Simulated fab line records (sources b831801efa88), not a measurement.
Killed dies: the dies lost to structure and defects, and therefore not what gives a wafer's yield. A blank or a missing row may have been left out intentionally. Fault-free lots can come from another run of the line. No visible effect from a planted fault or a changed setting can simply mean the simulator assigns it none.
Problem report, 8D (eight disciplines) form, completed by code ; flow gf180mcu ; the parts of the form that need people (team, actions taken, sign-off) are left out

## 1. THE ISSUE
GF_M3_SPUTTER_00, cathodeDcPowerW: mean 4521.4 W over 1 wafer from 1 lot; wafers with no fault: 4000.1 W, standard deviation 0.68. That is +99 or more standard deviations from the usual mean.
The step: material Ti, target thk 37.5 nm, time 150 s.
Earliest sighting: wafer L133.3 on pvdSputter-01 at day 27 01:19. At this step, 15 wafers from 5 lots have a number in the record. By rule, "out" or "out of limits" means more than 4 standard deviations away from the usual mean. All remaining wafers that have a number are taken as sound.

## 2. WHAT IT IS; WHAT IT IS NOT
question;is;is not
which readings at this step;cathodeDcPowerW;throttleValvePct
which lots;L133;L117, L123, L128, L138
which wafers of those lots;L133.3;L133.5, L133.6
read on which tools;pvdSputter-01;pvdSputter-02, pvdSputter-03
when;from day 27 01:19;"up to then (11 sound wafers); but 3 sound wafers of L138 came after"

## 3. SUSPECTS, AND WHAT RULES EACH OUT
Counting: a tool at a process step up to the reading stays a suspect if it ran every lot that is out. Sound lots after the first of them don't rule it out here, since some wafers of a struck lot are sound.
- pvdSputter-02 at GF_V2_SPUTTER_21 (material Ti, target thk 15 nm, time 80.02 s): kept. It processed L133, the lot that is out, at day 27 00:37, and its most recent sound lot before then was L128 at day 25 07:04.
- pvdSputter-02 at GF_V2_SPUTTER_22 (material TiN, target thk 10 nm, time 40 s): kept. It processed L133, the lot that is out, at day 27 00:41, and its most recent sound lot before then was L128 at day 25 07:07.
- cvdW-02 at GF_V2_CVD_23 (deposits W, target thk 350 nm, time 104.94 s): kept. It processed L133, the lot that is out, at day 27 00:45, and its most recent sound lot before then was L117 at day 21 01:01.
- cmp-02 at GF_V2_CMP_26 (polishes, stops on SiO2, t overpolish 15 s, target thk 0 nm): kept. It processed L133, the lot that is out, at day 27 01:10, and its most recent sound lot before then was L128 at day 25 07:30.
- pvdSputter-01 at GF_M3_SPUTTER_00 (material Ti, target thk 37.5 nm, time 150 s): kept. It processed L133, the lot that is out, at day 27 01:19, and its most recent sound lot before then was L128 at day 25 07:45. On those wafers its own readings are out: cathodeDcPowerW.
- At GF_V2_CMP_26, inside cmp-02: chamber 3 took the wafers that are out, while their sound lot-mates went through chambers 0, 1.
Left after counting: pvdSputter-02 at GF_V2_SPUTTER_21, pvdSputter-02 at GF_V2_SPUTTER_22, cvdW-02 at GF_V2_CVD_23, cmp-02 at GF_V2_CMP_26, pvdSputter-01 at GF_M3_SPUTTER_00.

## 4. THE CAUSE (what the simulator had put in)
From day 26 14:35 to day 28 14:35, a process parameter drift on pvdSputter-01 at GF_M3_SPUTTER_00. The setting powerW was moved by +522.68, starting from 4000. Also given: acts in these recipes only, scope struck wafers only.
This tool is one of the 5 suspects left after counting.

## 5. THE CHAIN OF EFFECTS, in route order
Rows list readings where the struck wafers' mean (over those with a number) sits beyond 3 standard deviations from the usual. Scope: only readings with a usual standard deviation given in the record; hours: median across lots of the time from each lot's start at the first step in this table that gives one to its start at this step; sigmas: change in usual standard deviations.
hours;step;reading;usual;on struck wafers;change;sigmas
0;GF_M3_SPUTTER_00;cathodeDcPowerW;4000.1 W;4521.4;+521.3;+99 or more
Here are the process steps it includes:
- GF_M3_SPUTTER_00: material Ti, target thk 37.5 nm, time 150 s.

## 6. WHAT WOULD HAVE CAUGHT IT SOONER
In this record no reading fell out of limits until day 27 01:19, 11 hours after the fault had begun at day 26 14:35.
